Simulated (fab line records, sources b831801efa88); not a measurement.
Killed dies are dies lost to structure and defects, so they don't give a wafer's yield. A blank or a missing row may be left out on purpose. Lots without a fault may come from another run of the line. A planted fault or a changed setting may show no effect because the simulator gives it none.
Problem report in the 8D (eight disciplines) form, filled by code | flow sky130 | the parts of the form that need people (team, actions taken, sign-off) are left out

1. THE PROBLEM
PASSIVATION_CVD_00_THK at SKY_PASSIVATION_THK_MEAS_01 reads a mean of 63.5 nm on 2 wafers of 2 lots; wafers without a fault read 90.0 nm with a standard deviation of 1.5. That is -18 standard deviations from the usual mean.
First seen on wafer L615.6, day 45 01:44, on film_metro-03. The record holds 34 wafers of 12 lots with a number at this step. Rule for "out", or "out of limits": more than 4 standard deviations from the usual mean. The other wafers with a number count as sound.

2. WHAT IT IS AND WHAT IT IS NOT
question                    | is                           | is not
which readings at this step | PASSIVATION_CVD_00_THK       | -
which lots                  | L615, L618                   | L613, L623, L624, L625, L627, L628, L631, L632, L633, L634
which wafers of those lots  | L615.6, L618.6               | L615.1, L618.1
read on which gauges        | film_metro-02, film_metro-03 | film_metro-01
when                        | from day 45 01:44            | up to then (4 sound wafers); but 28 sound wafers of L618, L623, L624, L625, L627, L628, L631, L632, L633, L634 came after

3. SUSPECTS, AND WHAT RULES EACH OUT
Counting: a tool at a process step up to the reading stays a suspect if it ran every lot that is out. Sound lots after the first of them don't rule it out here, since some wafers of a struck lot are sound.
- the gauge at SKY_PASSIVATION_THK_MEAS_01: ruled out. The wafers that are out were read on 2 gauges (film_metro-02, film_metro-03).
- plasma_asher-04 at SKY_METAL3_STRIP_19 (strips in O2/N2): kept. It ran every lot that is out, first L615 (day 39 20:53).
- pecvd-02 at SKY_PASSIVATION_CVD_00 (deposits SiO2, target thk 90 nm): kept. It ran every lot that is out, first L615 (day 45 01:43); its last sound lot up to then is L613 (day 44 06:24).
- Within plasma_asher-04 at SKY_METAL3_STRIP_19: the wafers that are out ran in chamber 0; their sound lot-mates ran in chamber 1.
Left after counting: plasma_asher-04 at SKY_METAL3_STRIP_19, pecvd-02 at SKY_PASSIVATION_CVD_00.

4. THE CAUSE (what the simulator had put in)
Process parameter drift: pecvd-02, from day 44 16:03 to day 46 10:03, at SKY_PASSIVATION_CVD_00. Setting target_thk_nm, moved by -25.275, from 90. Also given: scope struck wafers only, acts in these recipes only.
Counting left 2 suspects, and this tool is among them.

5. THE CHAIN OF EFFECTS, in route order
Each row: a reading whose mean over the struck wafers that have a number lies more than 3 standard deviations from the usual. Only readings for which the record gives a usual standard deviation are gone through. hours: the time from each lot's start at the first step in this table that gives one to its start at this step, as a median over the lots. sigmas: the change in usual standard deviations.
hours | step                        | reading                | usual   | on struck wafers | change | sigmas
0     | SKY_PASSIVATION_THK_MEAS_01 | PASSIVATION_CVD_00_THK | 90.0 nm | 63.5             | -26.5  | -18
Later measuring or inspecting steps at which every struck wafer that the step has a row for has a number for every such reading, and none has moved that far: SKY_PAD_OPEN_BOW_MEAS_13.

6. WHAT WOULD HAVE CAUGHT IT SOONER
In this record the first reading out of limits at a measuring or inspecting step was taken at day 45 01:44, 10 hours after the fault began at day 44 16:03.
Of the tool readings at SKY_PASSIVATION_CVD_00 for which the record gives a usual standard deviation, none was out on any struck wafer, so an alarm limit of 4 standard deviations on them would not have fired.
Of the lots that are out (2), L618 began SKY_PASSIVATION_CVD_00 on pecvd-02 after day 45 01:44. A hold on the tool at that time would have spared it.
